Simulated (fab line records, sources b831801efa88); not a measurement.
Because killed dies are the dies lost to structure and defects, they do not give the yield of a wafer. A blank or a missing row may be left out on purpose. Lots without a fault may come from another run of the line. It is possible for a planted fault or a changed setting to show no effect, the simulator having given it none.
Tool commonality check | flow sky130 | Sampled: 13 lots, 39 wafers

== WHAT PROMPTED THE OPENING ==
2 of 13 lots carry a flag on the reading SPACER_CVD_00_THK at SKY_SPACER_THK_MEAS_01. No-fault wafers: 43.0 nm, standard deviation 0.35.
Rule: a lot is flagged when every wafer of it that has a number lies more than 4 standard deviations from that mean, or none has a number. The other lots count as sound.

lot  | measured     | on            | SPACER_CVD_00_THK (nm), wafer by wafer | flag
L944 | day 23 04:47 | film metro-01 | 42.9 42.9 42.7                         |
L945 | day 23 15:15 | film metro-01 | 43.3 43.2 43.2                         |
L946 | day 24 04:37 | film metro-01 | 42.9 43.1 43.5                         |
L947 | day 24 16:07 | film metro-02 | 43.2 43.0 43.0                         |
L948 | day 24 22:23 | film metro-02 | 42.7 43.0 42.4                         |
L949 | day 25 10:55 | film metro-02 | 43.3 43.3 43.0                         |
L950 | day 25 19:47 | film metro-02 | 42.8 42.8 43.0                         |
L951 | day 26 03:35 | film metro-02 | 42.7 42.7 42.8                         |
L952 | day 26 08:16 | film metro-02 | 42.4 42.6 42.7                         |
L954 | day 26 23:42 | film metro-02 | 43.3 42.7 43.0                         |
L957 | day 28 05:58 | film metro-01 | 43.6 43.4 42.9                         |
L959 | day 28 14:12 | film metro-01 | 49.0 49.1 49.3                         | FLAGGED
L960 | day 29 06:38 | film metro-02 | 49.5 49.3 49.0                         | FLAGGED
On average the flagged lots' numbers are 49.2 nm, which is +6.2 nm against the usual, or +18 standard deviations.

== TOOL THAT RAN EACH LOT ==
The record holds 1 process step before the reading, out of a route of 708 steps. Read each cell as the tool, then ch plus the chambers that the sampled wafers visited, then the start.
lot  | flag    | SKY_SPACER_CVD_00
L944 |         | lpcvd-02 ch 1, day 23 03:34
L945 |         | lpcvd-02 ch 1, day 23 14:02
L946 |         | lpcvd-02 ch 0, day 24 03:25
L947 |         | lpcvd-02 ch 0, day 24 14:54
L948 |         | lpcvd-02 ch 0, day 24 21:10
L949 |         | lpcvd-02 ch 0, day 25 09:41
L950 |         | lpcvd-02 ch 0, day 25 18:33
L951 |         | lpcvd-02 ch 1, day 26 02:22
L952 |         | lpcvd-02 ch 1, day 26 07:04
L954 |         | lpcvd-02 ch 1, day 26 21:53
L957 |         | lpcvd-02 ch 1, day 28 04:46
L959 | FLAGGED | lpcvd-02 ch 0, day 28 12:58
L960 | FLAGGED | lpcvd-02 ch 1, day 29 05:26
What these steps do:
- SKY_SPACER_CVD_00: deposits Si3N4 from DCS/NH3, target thk 43.1 nm, time 740 s.
- SKY_SPACER_THK_MEAS_01

== FLAGGED OVER TOTAL, TOOL BY TOOL (the gauges that took the reading come last) ==
step                   | tool          | lots run | flagged | share of the flagged lots | sound lots run after its first flagged lot
SKY_SPACER_CVD_00      | lpcvd-02      | 13       | 2       | all                       | 0
SKY_SPACER_THK_MEAS_01 | film metro-01 | 5        | 1       | some                      | 0
SKY_SPACER_THK_MEAS_01 | film metro-02 | 8        | 1       | some                      | 0

== WHAT IS ALLOWED BY THE TABLE ==
In the table, 1 row covers all flagged lots: lpcvd-02 at SKY_SPACER_CVD_00.
- lpcvd-02 at SKY_SPACER_CVD_00 ran 13 lots, 2 of them flagged. A fault beginning between L957 (day 28 04:46), its last sound lot, and L959 (day 28 12:58), its first flagged one, fits the data. Its own readings lie more than 4 standard deviations out on every wafer of the flagged lots: spike tc centre C, spike tc lower C, spike tc upper C, susceptor temp C.
What remains is a single tool, lpcvd-02 at SKY_SPACER_CVD_00.

== WHAT HAD BEEN PUT IN BY THE SIMULATOR ==
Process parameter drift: lpcvd-02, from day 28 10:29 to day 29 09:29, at SKY_SPACER_CVD_00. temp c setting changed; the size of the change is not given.
Shown lots that were struck: L959, L960. The rule given above showed the same thing.
